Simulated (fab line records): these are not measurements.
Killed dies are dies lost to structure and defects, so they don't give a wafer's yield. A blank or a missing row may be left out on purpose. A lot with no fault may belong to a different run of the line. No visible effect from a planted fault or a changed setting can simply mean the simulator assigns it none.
fab line records | flow gf180mcu
[record] lots = 14 wafers = 42 lastDay = 34
route steps=602 shown M2@377 V2@387
lots with no fault: from the same line, run without faults
startH: hours from the record's first day to the start of the lot's first wafer shown | waitH: hours since the lot's step before | " as in the row above | L1.1+2: one row covering several wafers at once | - no value, or no start given | * or withheld: withheld | < > ~ a bound
route shown NAME@n: a module of which the file shows steps, and the number in the route of the first | usual: average and standard deviation across the fault-free wafers | same: alike in all rows | chamber/n: place in a boat | sites: per-site readings | _std_site: how widely they spread, as a standard deviation | _edge_site: mean of outer sites minus mean of inner sites | radiusMm: for every site, how far away it sits from the centre of the wafer | mask NAME#n: copy n | behind: tool/chamber where the wafer was last shaped | hold: cause of the lot's hold/its duration in hours/its outcome | device: the n, p or np transistor that did not switch | end of line: the same wafers' tests at the end of the route | step lacking rows: just its recipe | killed: dies lost to structure and defects at the first sort, not the wafer's yield | map: a wafer's dies, x killed, . not, _ none there
set.NAME: setting as actually run; set.NAME@STEP: the setting as run at that earlier step | model.NAME: the simulator's own value behind a step, which no gauge read
one table for each step of the route and one row for each wafer, over a sample of lots
[[steps]]
[step GF_M2_OVL_MEAS_15]
[usual] M2_OVL = 4/5.4
// columns lot.wafer tool chamber startH waitH M2_OVL[nm]
L293.2 overlay-01 - 424.83 0.1 2
L293.3 " - " " 3
L293.4 " - " " 1
L294.2 overlay-01 - 437.48 0.1 7
L294.3 " - " " 5
L294.5 " - " " 7
L295.2 overlay-01 - 474.88 0.1 1
L295.5 " - " " 3
L295.6 " - " " 9
L298.1 overlay-01 - 481.30 0.1 6
L298.4 " - " " 10
L298.6 " - " " 14
L297.1 overlay-01 - 482.06 0.1 -4
L297.4 " - " " 3
L297.6 " - " " 2
L300.3 overlay-02 - 504.46 0.1 1
L300.4 " - " " 1
L300.5 " - " " 2
L303.1 overlay-02 - 535.83 0.1 14
L303.5 " - " " 9
L303.6 " - " " 13
L304.1 overlay-02 - 541.80 0.1 7
L304.3 " - " " 6
L304.4 " - " " 12
L305.2 overlay-02 - 542.76 0.1 5
L305.4 " - " " -2
L305.5 " - " " 14
L306.2 overlay-02 - 551.98 0.1 -3
L306.3 " - " " 0
L306.6 " - " " -8
L307.1 overlay-02 - 567.46 0.1 9
L307.2 " - " " 14
L307.5 " - " " 12
L308.2 overlay-01 - 570.56 0.1 3
L308.3 " - " " 5
L308.5 " - " " 5
L314.1 overlay-02 - 611.45 0.1 1
L314.3 " - " " 2
L314.6 " - " " 3
L316.1 overlay-01 - 627.00 0.1 8
L316.2 " - " " 0
L316.6 " - " " 5
[step GF_V2_BOW_MEAS_05]
[recipe] mode = bow
[usual] V2_BOW = 99/9
// columns lot.wafer tool chamber startH waitH V2_BOW[um]
L293.2 filmMetro-03 - 426.09 0.2 89
L293.3 " - " " 97
L293.4 " - " " 101
L294.2 filmMetro-01 - 438.78 0.1 105
L294.3 " - " " 97
L294.5 " - " " 100
L295.2 filmMetro-04 - 476.17 0.1 98
L295.5 " - " " 98
L295.6 " - " " 101
L298.1 filmMetro-04 - 482.73 0.1 100
L298.4 " - " " 95
L298.6 " - " " 100
L297.1 filmMetro-04 - 483.37 0.1 100
L297.4 " - " " 101
L297.6 " - " " 99
L300.3 filmMetro-03 - 505.73 0.3 105
L300.4 " - " " 96
L300.5 " - " " 96
L303.1 filmMetro-01 - 537.07 0.2 117
L303.5 " - " " 114
L303.6 " - " " 108
L304.1 filmMetro-03 - 543.04 0.2 98
L304.3 " - " " 110
L304.4 " - " " 104
L305.2 filmMetro-01 - 544.12 0.3 88
L305.4 " - " " 81
L305.5 " - " " 80
L306.2 filmMetro-01 - 553.25 0.2 107
L306.3 " - " " 103
L306.6 " - " " 100
L307.1 filmMetro-01 - 568.70 0.1 95
L307.2 " - " " 101
L307.5 " - " " 114
L308.2 filmMetro-01 - 571.89 0.3 87
L308.3 " - " " 97
L308.5 " - " " 96
L314.1 filmMetro-01 - 612.69 0.2 97
L314.3 " - " " 103
L314.6 " - " " 88
L316.1 filmMetro-03 - 628.24 0.1 96
L316.2 " - " " 95
L316.6 " - " " 102
[step GF_V2_PEB_12]
[recipe] pebTempC = 135 pebTimeS = 90 resist = KrF
[usual] chillPlateTempC = 23.02/0.1 exhaustPa = 45.0/0.79
// columns lot.wafer tool chamber startH waitH chillPlateTempC exhaustPa
L293.2 lithoTrack-01 0 450.31 - 22.97 45.7
L293.3 " 0 " " 23.11 45.1
L293.4 " 0 " " 22.81 45.1
L294.2 lithoTrack-01 0 462.56 - 23.08 43.9
L294.3 " 0 " " 23.06 44.2
L294.5 " 0 " " 23.03 44.2
L295.2 lithoTrack-01 0 499.96 - 23.04 45.5
L295.5 " 0 " " 23.00 45.8
L295.6 " 0 " " 22.92 47.1
L298.1 lithoTrack-01 0 506.83 - 23.07 45.0
L298.4 " 0 " " 23.17 44.9
L298.6 " 0 " " 23.01 45.0
L297.1 lithoTrack-04 0 507.05 - 23.08 45.4
L297.4 " 0 " " 23.12 46.5
L297.6 " 0 " " 23.09 45.5
L300.3 lithoTrack-03 0 528.40 - 23.03 44.3
L300.4 " 0 " " 22.85 45.5
L300.5 " 0 " " 22.99 44.7
L303.1 lithoTrack-01 0 558.98 - 22.97 46.3
L303.5 " 0 " " 22.97 44.0
L303.6 " 0 " " 22.99 46.2
L304.1 lithoTrack-03 0 564.99 - 22.90 45.7
L304.3 " 0 " " 22.98 45.6
L304.4 " 0 " " 23.14 45.6
L305.2 lithoTrack-04 - 565.98 - - -
L305.4 " - " " - -
L305.5 " - " " - -
L306.2 lithoTrack-03 - 574.52 - - -
L306.3 " - " " - -
L306.6 " - " " - -
L307.1 lithoTrack-01 0 589.73 - 22.91 45.6
L307.2 " 0 " " 23.07 45.6
L307.5 " 0 " " 22.88 44.2
L308.2 lithoTrack-03 0 592.62 - 23.01 45.1
L308.3 " 0 " " 22.97 45.6
L308.5 " 0 " " 23.05 46.6
L314.1 lithoTrack-01 0 632.68 - 23.04 44.6
L314.3 " 0 " " 23.15 43.5
L314.6 " 0 " " 23.07 44.5
L316.1 lithoTrack-03 0 647.94 - 22.95 45.9
L316.2 " 0 " " 22.97 45.0
L316.6 " 0 " " 22.84 44.4
[step GF_V2_OVL_MEAS_15]
[usual] V2_OVL = 5/6.3
// columns lot.wafer tool chamber startH waitH V2_OVL[nm]
L293.2 overlay-02 - 450.75 0.1 3
L293.3 " - " " 4
L293.4 " - " " -4
L294.2 overlay-01 - 463.00 0.1 8
L294.3 " - " " -2
L294.5 " - " " -5
L295.2 overlay-01 - 500.40 0.1 3
L295.5 " - " " 3
L295.6 " - " " 4
L298.1 overlay-02 - 507.30 0.1 10
L298.4 " - " " 6
L298.6 " - " " 12
L297.1 overlay-02 - 507.52 0.1 8
L297.4 " - " " 1
L297.6 " - " " 0
L300.3 overlay-02 - 528.82 0.1 4
L300.4 " - " " 18
L300.5 " - " " 12
L303.1 overlay-02 - 559.45 0.1 7
L303.5 " - " " 11
L303.6 " - " " 7
L304.1 overlay-01 - 565.46 0.1 0
L304.3 " - " " -1
L304.4 " - " " -7
L305.2 overlay-02 - 566.43 0.1 -
L305.4 " - " " -
L305.5 " - " " -
L306.2 overlay-01 - 574.96 0.1 -
L306.3 " - " " -
L306.6 " - " " -
L307.1 overlay-02 - 590.20 0.1 14
L307.2 " - " " 12
L307.5 " - " " 22
L308.2 overlay-02 - 593.06 0.1 4
L308.3 " - " " 13
L308.5 " - " " 7
L314.1 overlay-02 - 633.15 0.1 1
L314.3 " - " " 10
L314.6 " - " " 13
L316.1 overlay-01 - 648.41 0.1 14
L316.2 " - " " 14
L316.6 " - " " 4
[[key]]
[firstSign] step = GF_V2_PEB_12 reading = toolRecord direction = missing
effect none on later readings
metAt GF_V2_PEB_12
struckLots L305,L306
laterRowsLeftOut L305.2,L305.4,L305.5,L306.2,L306.3,L306.6
sortLeftOut L305.2,L305.4,L305.5,L306.2,L306.3,L306.6
notActingAt GF_M2_OVL_MEAS_15,GF_V2_BOW_MEAS_05,GF_V2_OVL_MEAS_15
onsetBetween 564.99 565.98
[fault] kind = skippedStepWhole tool = lithoTrack-03,lithoTrack-04 chamber = - onsetH = 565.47 steps = GF_V2_PEB_12 scope = struckLotsOnly
// sortLeftOut: the simulated sort isn't trusted on such a fault, so these wafers' sort isn't shown, and their yield isn't known
// laterRowsLeftOut: the simulator's readings of these wafers behind a module that went badly wrong aren't trusted and aren't shown, but for the sort
